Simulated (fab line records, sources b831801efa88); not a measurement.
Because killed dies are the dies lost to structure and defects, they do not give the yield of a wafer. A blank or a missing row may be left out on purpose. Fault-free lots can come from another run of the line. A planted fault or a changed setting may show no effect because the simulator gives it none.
Chamber matching -- flow gf180mcu -- cmp-02 running GF_V2_CMP_26: 4 sister chambers
The step polishes, stops on SiO2, t overpolish 15 s, target thk 0 nm. 4 wafers are shown with their chamber, then 8 later ones without.

WAFERS WITH THEIR CHAMBER
wafer,chamber,motor_current_A (A)
L605.5,0,10.6
L606.6,1,11.4
L608.6,2,9.7
L609.1,3,11.9

WAFERS WHOSE CHAMBER IS MISSING
wafer,motor_current_A (A)
L609.2,11.5
L609.4,10.9
L610.3,9.0
L610.5,9.4
L610.6,11.1
L624.3,11.2
L624.4,9.6
L624.6,11.1

CHAMBER TAKEN BY EACH
wafer,from the rows above,in truth
L609.2,can't be placed: 1 or 3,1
L609.4,can't be placed: 0 or 1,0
L610.3,2,2
L610.5,2,2
L610.6,can't be placed: 1 or 0 or 3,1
L624.3,can't be placed: 1 or 0 or 3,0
L624.4,2,2
L624.6,can't be placed: 1 or 0 or 3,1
3 of 8 placed correctly. Cannot be placed on the basis of these rows: 5; the candidates contain the true chamber in 5. Number placed wrongly: 0.
How it was worked out, from the rows above alone: a wafer's distance from a chamber is the root of the sum, over the readings, of the square of ((its reading less the chamber's mean) divided by the reading's scatter). If the next closest chamber is less than 2 further off than the closest, the wafer can't be placed; otherwise it belongs to the closest. A chamber's mean is the mean of its shown wafers. The scatter: with one shown wafer a chamber, the root of the mean of the squares of how far each hidden wafer lies from its nearest shown one.
